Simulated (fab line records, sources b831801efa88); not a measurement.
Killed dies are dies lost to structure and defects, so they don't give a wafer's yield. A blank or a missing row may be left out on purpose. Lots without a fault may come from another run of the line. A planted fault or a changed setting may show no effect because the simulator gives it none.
Which tool did it? | flow sky130 | 11 lots, 33 wafers sampled, at 5 steps of a route of 708

WHAT THE GAUGES READ, wafer by wafer
SKY_CONTACT_THK_MEAS_01.
lot  | measured     | on            | CONTACT_CVD_00_THK (nm)
L342 | day 31 02:58 | film_metro-03 | 74.2 73.9 75.0
L347 | day 32 17:53 | film_metro-02 | 64.4 64.1 65.6
L351 | day 33 09:35 | film_metro-03 | 64.1 65.1 64.9
L352 | day 33 21:01 | film_metro-04 | 65.2 64.3 65.9
L354 | day 34 07:50 | film_metro-02 | 74.3 73.3 74.4
L356 | day 35 01:59 | film_metro-02 | 75.6 76.2 76.1
L358 | day 36 08:01 | film_metro-03 | 75.4 75.5 76.3
L361 | day 36 14:28 | film_metro-02 | 74.0 75.7 74.8
L363 | day 37 09:07 | film_metro-04 | 74.3 75.3 75.8
L364 | day 37 14:29 | film_metro-03 | 73.8 74.8 74.7
L365 | day 37 16:37 | film_metro-04 | 75.5 75.7 74.9

WHICH TOOL RAN EACH LOT (tool, then ch and the chambers of the sampled wafers, then the start)
lot  | SKY_LI_CONTACT_SPUTTER_19    | SKY_LOCAL_INTERCONNECT_SPUTTER_00 | SKY_LOCAL_INTERCONNECT_METAL_ETCH_14 | SKY_CONTACT_CVD_00
L342 | pvd_sputter-04, day 29 19:53 | pvd_sputter-01, day 29 20:45      | rie_metal-03 ch 0,1, day 31 02:14    | pecvd-03 ch 0,1, day 31 02:56
L347 | pvd_sputter-02, day 31 12:49 | pvd_sputter-04, day 31 13:34      | rie_metal-03 ch 1, day 32 17:02      | pecvd-03 ch 1,2, day 32 17:50
L351 | pvd_sputter-01, day 32 05:35 | pvd_sputter-01, day 32 06:20      | rie_metal-03 ch 0,1, day 33 08:54    | pecvd-03 ch 0,1, day 33 09:32
L352 | pvd_sputter-02, day 32 16:49 | pvd_sputter-04, day 32 17:34      | rie_metal-01 ch 0,1, day 33 20:21    | pecvd-03 ch 0,2, day 33 20:59
L354 | pvd_sputter-01, day 33 03:39 | pvd_sputter-04, day 33 04:24      | rie_metal-01 ch 0, day 34 07:09      | pecvd-04 ch 0,1,2, day 34 07:47
L356 | pvd_sputter-01, day 33 20:51 | pvd_sputter-04, day 33 21:42      | rie_metal-02 ch 0,1, day 35 01:16    | pecvd-01 ch 0,1, day 35 01:56
L358 | pvd_sputter-04, day 35 03:37 | pvd_sputter-04, day 35 04:26      | rie_metal-03 ch 0,1, day 36 07:18    | pecvd-01 ch 0,1,2, day 36 07:59
L361 | pvd_sputter-01, day 35 10:52 | pvd_sputter-03, day 35 11:37      | rie_metal-02 ch 1, day 36 13:43      | pecvd-04 ch 1,2, day 36 14:24
L363 | pvd_sputter-04, day 36 05:06 | pvd_sputter-01, day 36 05:51      | rie_metal-02 ch 0,1, day 37 08:24    | pecvd-04 ch 0,2, day 37 09:03
L364 | pvd_sputter-04, day 36 10:51 | pvd_sputter-03, day 36 11:36      | rie_metal-02 ch 0,1, day 37 13:45    | pecvd-04 ch 0,1,2, day 37 14:27
L365 | pvd_sputter-02, day 36 12:25 | pvd_sputter-01, day 36 13:11      | rie_metal-02 ch 0,1, day 37 15:51    | pecvd-01 ch 0,1, day 37 16:34
- SKY_LI_CONTACT_SPUTTER_19: material Ti, target thk 20 nm, time 106.37 s.
- SKY_LOCAL_INTERCONNECT_SPUTTER_00: material TiN, target thk 100 nm, time 83.3 s.
- SKY_LOCAL_INTERCONNECT_METAL_ETCH_14: etches TiN in Cl2/BCl3, stops on PSG, target depth 110 nm, time 31.4 s.
- SKY_CONTACT_CVD_00: deposits Si3N4, target thk 75 nm.

WHAT THE TOOLS THEMSELVES READ (means of the sampled wafers that have a number; where no wafer has one, the mark that the record gives instead)
SKY_LI_CONTACT_SPUTTER_19.
lot  | tool           | throttle_valve_pct (%)
L342 | pvd_sputter-04 | 30.5
L347 | pvd_sputter-02 | 29.0
L351 | pvd_sputter-01 | 30.2
L352 | pvd_sputter-02 | 28.9
L354 | pvd_sputter-01 | 29.7
L356 | pvd_sputter-01 | 29.6
L358 | pvd_sputter-04 | 30.5
L361 | pvd_sputter-01 | 29.5
L363 | pvd_sputter-04 | 30.1
L364 | pvd_sputter-04 | 30.2
L365 | pvd_sputter-02 | 30.2

SKY_LOCAL_INTERCONNECT_SPUTTER_00.
lot  | tool           | throttle_valve_pct (%)
L342 | pvd_sputter-01 | 30.3
L347 | pvd_sputter-04 | 29.4
L351 | pvd_sputter-01 | 28.8
L352 | pvd_sputter-04 | 30.6
L354 | pvd_sputter-04 | 30.0
L356 | pvd_sputter-04 | 29.9
L358 | pvd_sputter-04 | 29.9
L361 | pvd_sputter-03 | 31.2
L363 | pvd_sputter-01 | 28.7
L364 | pvd_sputter-03 | 30.9
L365 | pvd_sputter-01 | 30.2

SKY_LOCAL_INTERCONNECT_METAL_ETCH_14.
lot  | tool         | drypump_motor_current_A (A) | oes_product_au (a.u.) | throttle_valve_pct (%)
L342 | rie_metal-03 | 6.3                         | 0.943                 | 21.887
L347 | rie_metal-03 | 5.9                         | 0.945                 | 21.904
L351 | rie_metal-03 | 6.3                         | 0.937                 | 21.903
L352 | rie_metal-01 | 5.0                         | 0.936                 | 21.898
L354 | rie_metal-01 | 4.9                         | 0.941                 | 21.901
L356 | rie_metal-02 | 5.5                         | 0.933                 | 21.900
L358 | rie_metal-03 | 6.3                         | 0.939                 | 21.909
L361 | rie_metal-02 | 6.0                         | 0.949                 | 21.899
L363 | rie_metal-02 | 5.2                         | 0.941                 | 21.913
L364 | rie_metal-02 | 5.2                         | 0.940                 | 21.890
L365 | rie_metal-02 | 5.2                         | 0.943                 | 21.907

SKY_CONTACT_CVD_00.
lot  | tool     | heater_power_w (W)
L342 | pecvd-03 | 710
L347 | pecvd-03 | 688
L351 | pecvd-03 | 615
L352 | pecvd-03 | 681
L354 | pecvd-04 | 665
L356 | pecvd-01 | 814
L358 | pecvd-01 | 801
L361 | pecvd-04 | 637
L363 | pecvd-04 | 641
L364 | pecvd-04 | 648
L365 | pecvd-01 | 715

THE ANSWER, worked out from the rows above alone
Rule: what is usual is taken from the lots themselves. Put in order of their means at a reading, lots are off if they are a third of the lots or fewer, leave a main group of 4 or more, and stand apart from it by a gap of 3 or more times the standard deviation of the main group's means; of several such gaps the widest counts. A main group whose means are all the same, to the digits that the tables above print for the reading, isn't used. A lot without any number at a reading at which 4 lots or more have one is off too. The other lots that the step has rows for count as sound. The gauges are gone through in route order, then the tools' own readings, and for those a lot's mean is taken as printed above. The first step at which some lot is off is used, and at that step the reading that is off furthest; a lot without a number counts as furthest.
Off: L347, L351, L352, at SKY_CONTACT_THK_MEAS_01 (CONTACT_CVD_00_THK). The main group: mean 75.0 nm, standard deviation 0.65.
A tool fits if, at a process step before that reading, it ran every lot that is off, and no sound lot after the first of them. The gauges at SKY_CONTACT_THK_MEAS_01 are tried like those tools. One fits: pecvd-03 at SKY_CONTACT_CVD_00. Its last sound lot is L342 (day 31 02:56), its first lot that is off L347 (day 32 17:50): a fault that began between those two fits.

WHAT THE SIMULATOR HAD PUT IN
Site profile drift: pecvd-03, from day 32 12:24 on, at SKY_CONTACT_CVD_00. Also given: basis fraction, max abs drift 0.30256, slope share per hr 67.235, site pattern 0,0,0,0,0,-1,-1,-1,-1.
Lots struck among those shown: L347, L351, L352. The rule above found the same.
